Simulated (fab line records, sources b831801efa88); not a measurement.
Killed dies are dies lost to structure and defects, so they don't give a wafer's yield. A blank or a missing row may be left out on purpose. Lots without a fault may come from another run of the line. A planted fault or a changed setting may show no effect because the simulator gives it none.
A struck lot beside a sound one | flow sky130 | 24 steps out of a route of 708
Sound: wafers L923.1, L923.3, L923.4. Struck: wafers L919.2, L919.5, L919.6. The cause comes at the end.
At each step with rows: each side's tool, then ch and its chambers, then its first start. Under that, the readings that differ: sound wafers | struck wafers | difference of the means | sigmas: that difference in standard deviations of wafers without a fault.
alike: readings whose means differ by less than 2 such deviations, and words and numbers that are the same on both sides. not compared: withheld readings, readings that some wafer has no value for, bounds like >300 that may hide the same value, and numbers for which the record gives no deviation and whose values overlap.
The two part at a step that has a row with sigmas, a row that says differs or no value, or rows on one side only. Numbers that don't overlap but have no deviation are shown without sigmas and don't part them. A reading that every wafer of one side lacks parts them only if that side has two wafers or more.

SKY_VIA1_RS_MEAS_22: measures by four-point-probe.
  sound on film_metro-02, day 38 06:50; struck on film_metro-02, day 36 23:05
  alike: VIA1_W_RS
SKY_VIA1_THK_MEAS_23: measures by xrf.
  sound on film_metro-02, day 38 06:58; struck on film_metro-02, day 36 23:12
  alike: VIA1_W_THK
then, 1 step without rows for these wafers: SKY_VIA1_CMP_24 (polishes, stops on SiO2, t overpolish 15 s, target thk 0 nm).
SKY_METAL2_SPUTTER_00: material Ti, target thk 15 nm, time 10 s.
  sound on pvd_sputter-01, day 38 07:19; struck on pvd_sputter-02, day 36 23:33
  alike: cathode_dc_power_W, throttle_valve_pct
SKY_METAL2_SPUTTER_01: material TiN, target thk 20 nm, time 16.7 s.
  sound on pvd_sputter-01, day 38 07:20; struck on pvd_sputter-02, day 36 23:35
  alike: cathode_dc_power_W, throttle_valve_pct
SKY_METAL2_SPUTTER_02: material AlCu, target thk 250 nm, time 13.3 s.
  sound on pvd_sputter-01, day 38 07:22; struck on pvd_sputter-02, day 36 23:36
  alike: cathode_dc_power_W, throttle_valve_pct
then, 2 steps without rows for these wafers: SKY_METAL2_SPUTTER_03 (material Ti, target thk 5 nm, time 3.3 s); SKY_METAL2_SPUTTER_04 (material TiN, target thk 70 nm, time 58.3 s).
SKY_METAL2_RS_MEAS_05: measures by four-point-probe.
  sound on film_metro-01, day 38 07:28; struck on film_metro-01, day 36 23:43
  alike: METAL2_ALCU_RS
SKY_METAL2_THK_MEAS_06: measures by xrf.
  sound on film_metro-01, day 38 07:35; struck on film_metro-01, day 36 23:49
  alike: METAL2_ALCU_THK
then, 2 steps without rows for these wafers: SKY_METAL2_DEHYDRATE_07 (time 60 s); SKY_METAL2_HMDS_08 (prime time 60 s).
SKY_METAL2_COAT_09: resist thk 60 nm.
  sound on litho_track-02 ch 0, day 38 19:31; struck on litho_track-01 ch 0, day 37 12:33
  not compared: chill_plate_temp_C
then, 5 steps without rows for these wafers: SKY_METAL2_COAT_10 (resist thk 450 nm); SKY_METAL2_SOFTBAKE_11 (time 90 s); SKY_METAL2_EXPOSE_12 (exposes mask MM2, target cd 140 nm); SKY_METAL2_PEB_13; SKY_METAL2_DEVELOP_14 (develop time 60 s).
SKY_METAL2_CD_MEAS_15: target cd 140 nm.
  sound on cd_sem-02, day 39 08:22; struck on cd_sem-02, day 38 02:08
  alike: cd_nm
SKY_METAL2_OVL_MEAS_16:
  sound on overlay-02, day 39 08:29; struck on overlay-01, day 38 02:15
  alike: METAL2_OVL
SKY_METAL2_DESCUM_17: chemistry O2, time 8 s.
  sound on rie_metal-04 ch 0,1, day 39 08:32; struck on rie_metal-04 ch 0,1, day 38 02:17
  alike: drypump_motor_current_A, he_backside_leak_sccm, oes_product_au, rf_fwd_power_W
  not compared: rf_hours_counter_h
SKY_METAL2_ETCH_18: etches BARC in N2/H2, stops on SiO2, time 45.9 s, target depth 60 nm.
  sound on rie_metal-04 ch 0,1, day 39 08:34; struck on rie_metal-04 ch 0,1, day 38 02:19
  reading                  | sound             | struck            | difference | sigmas
  oes_product_au (a.u.)    | 0.859 0.842 0.848 | 0.829 0.830 0.825 | -0.022     | -5
  model.etch.depth_nm (nm) | 59.54 59.54 59.37 | 56.5 56.4 56.31   | -3.1       |
  alike: drypump_motor_current_A, he_backside_leak_sccm, rf_fwd_power_W, throttle_valve_pct
  not compared: rf_hours_counter_h
SKY_METAL2_METAL_ETCH_19: etches the open film in Cl2/BCl3, stops on SiO2, target depth 360 nm, time 78 s.
  sound on rie_metal-04 ch 0,1, day 39 08:37; struck on rie_metal-04 ch 0,1, day 38 02:22
  alike: drypump_motor_current_A, he_backside_leak_sccm, oes_product_au, rf_fwd_power_W, throttle_valve_pct
  not compared: rf_hours_counter_h
-- the record jumps here: 10 days lie between the struck wafers' starts before and after (it left off in module METAL2 and takes up again in module PAD_OPEN, whose first step shown is number 708 of the route) --
SKY_PAD_OPEN_PROBE_99:
  sound on prober-01, day 48 23:53; struck on prober-01, day 48 03:33
  alike: defect_limited_yield, killed_at_M0_to_M3, killed_at_M4_up, killed_at_contacts, killed_at_front_end, killed_at_other, killed_dies, killed_open, killed_short, sort_bin_3_pad_short, sort_bin_5_function, sort_bin_6_memory, sort_n_pass, sort_yield_pct

WHERE THEY PART
Only at SKY_METAL2_ETCH_18, within this record. Later steps at which nothing parts them and some readings are alike: SKY_METAL2_METAL_ETCH_19, SKY_PAD_OPEN_PROBE_99.

WHY: what the simulator had put in
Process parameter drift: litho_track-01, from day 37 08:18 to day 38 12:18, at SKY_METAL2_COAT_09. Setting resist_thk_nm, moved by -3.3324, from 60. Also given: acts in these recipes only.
